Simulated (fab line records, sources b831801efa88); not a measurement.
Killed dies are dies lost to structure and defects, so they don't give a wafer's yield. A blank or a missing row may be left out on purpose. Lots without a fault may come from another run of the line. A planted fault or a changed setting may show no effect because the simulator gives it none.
Chamber matching | flow gf180mcu | GF_V3_ETCH_16 on rie_diel-03: 4 sister chambers
The step etches BARC in N2/H2. 14 wafers are shown with their chamber, then 7 later ones without.

WAFERS WITH THEIR CHAMBER
wafer  | chamber | drypump_motor_current_A (A) | oes_product_au (a.u.) | throttle_valve_pct (%)
L280.2 | 2       | 5.96                        | 0.851                 | 13.232
L280.3 | 1       | 6.01                        | 0.849                 | 13.213
L280.6 | 0       | 5.93                        | 0.854                 | 13.219
L283.2 | 2       | 5.96                        | 0.851                 | 13.224
L283.3 | 1       | 6.02                        | 0.855                 | 13.215
L283.6 | 1       | 6.02                        | 0.846                 | 13.242
L294.4 | 3       | 6.28                        | 0.856                 | 13.210
L294.5 | 1       | 6.02                        | 0.849                 | 13.242
L294.6 | 0       | 5.91                        | 0.858                 | 13.223
L295.3 | 0       | 5.91                        | 0.854                 | 13.217
L295.5 | 0       | 5.91                        | 0.850                 | 13.213
L295.6 | 3       | 6.29                        | 0.863                 | 13.222
L298.1 | 0       | 5.87                        | 0.859                 | 13.225
L298.3 | 3       | 6.29                        | 0.852                 | 13.237

SIGNATURES (means of the wafers above)
reading                 | chamber 0 | chamber 1 | chamber 2 | chamber 3 | scatter within a chamber
drypump_motor_current_A | 5.9060    | 6.0175    | 5.9600    | 6.2867    | 0.0144
oes_product_au          | 0.85500   | 0.84975   | 0.85100   | 0.85700   | 0.00396
throttle_valve_pct      | 13.21940  | 13.22800  | 13.22800  | 13.22300  | 0.0113
Rule: a wafer's distance from a chamber is the root of the sum, over the readings, of the square of ((its reading less the chamber's mean) divided by the reading's scatter). The wafer belongs to the nearest chamber; if the next one is less than 2 further off, it can't be placed. The scatter: the root of (the sum of the squares of (reading less its chamber's mean) over the shown wafers, divided by (wafers less chambers)).

WAFERS WITHOUT THEIR CHAMBER
wafer  | drypump_motor_current_A (A) | oes_product_au (a.u.) | throttle_valve_pct (%)
L298.4 | 6.29                        | 0.850                 | 13.242
L300.1 | 6.26                        | 0.849                 | 13.219
L300.5 | 6.00                        | 0.850                 | 13.218
L300.6 | 5.91                        | 0.853                 | 13.213
L302.2 | 6.00                        | 0.862                 | 13.217
L302.4 | 6.31                        | 0.858                 | 13.210
L302.5 | 6.00                        | 0.863                 | 13.228

WHICH CHAMBER EACH WENT THROUGH
wafer  | from the rows above     | in truth
L298.4 | 3                       | 3
L300.1 | 3                       | 3
L300.5 | can't be placed: 1 or 2 | 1
L300.6 | 0                       | 0
L302.2 | can't be placed: 1 or 2 | 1
L302.4 | 3                       | 3
L302.5 | can't be placed: 1 or 2 | 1
Placed correctly: 4 of 7. Can't be placed from these rows: 3 (the true chamber is among the candidates in 3). Placed wrongly: 0.
